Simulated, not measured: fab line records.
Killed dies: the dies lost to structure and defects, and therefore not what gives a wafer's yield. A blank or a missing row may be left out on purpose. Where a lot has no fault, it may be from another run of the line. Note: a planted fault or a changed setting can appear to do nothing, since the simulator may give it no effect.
Which of the tools did it? / flow gf180mcu / 6 lots (18 wafers sampled), 1 step of a 602-step route

WHAT THE GAUGES READ, wafer by wafer
GF_LVPWELL_OVL_MEAS_07.
lot=L829; measured=day 4 17:46; on=overlay-01; LVPWELL_OVL (nm)=1.7 -1.5 -0.6
lot=L831; measured=day 5 02:55; on=overlay-02; LVPWELL_OVL (nm)=-3.0 -2.8 -2.4
lot=L833; measured=day 5 15:46; on=overlay-01; LVPWELL_OVL (nm)=-0.3 -3.8 -1.4
lot=L835; measured=day 6 03:08; on=overlay-02; LVPWELL_OVL (nm)=0.3 -1.2 -1.0
lot=L837; measured=day 6 09:44; on=overlay-02; LVPWELL_OVL (nm)=-1.6 -2.8 -2.1
lot=L842; measured=day 7 15:21; on=overlay-02; LVPWELL_OVL (nm)=0.2 0.0 -2.0

TOOL THAT RAN EACH LOT (tool first, then ch and the chambers of the sampled wafers, then the start)
Record: no process step prior to these readings.

THE ANSWER, worked out from the rows above alone
Rule: the usual values come from the lots themselves. Put in order of their means at a reading, lots are off if they are a third of the lots or fewer, leave a main group of 4 or more, and stand apart from it by a gap of 3 or more times the standard deviation of the main group's means; of several such gaps the widest counts. The tables above print the reading to a certain number of digits; a main group whose means all agree to those digits is not used. A lot without any number at a reading at which 4 lots or more have one is off too. Any other lot the step has rows for is counted as sound.
No lot is off at any reading shown: from this, nothing can be told.

WHAT WAS PUT IN BY THE SIMULATOR
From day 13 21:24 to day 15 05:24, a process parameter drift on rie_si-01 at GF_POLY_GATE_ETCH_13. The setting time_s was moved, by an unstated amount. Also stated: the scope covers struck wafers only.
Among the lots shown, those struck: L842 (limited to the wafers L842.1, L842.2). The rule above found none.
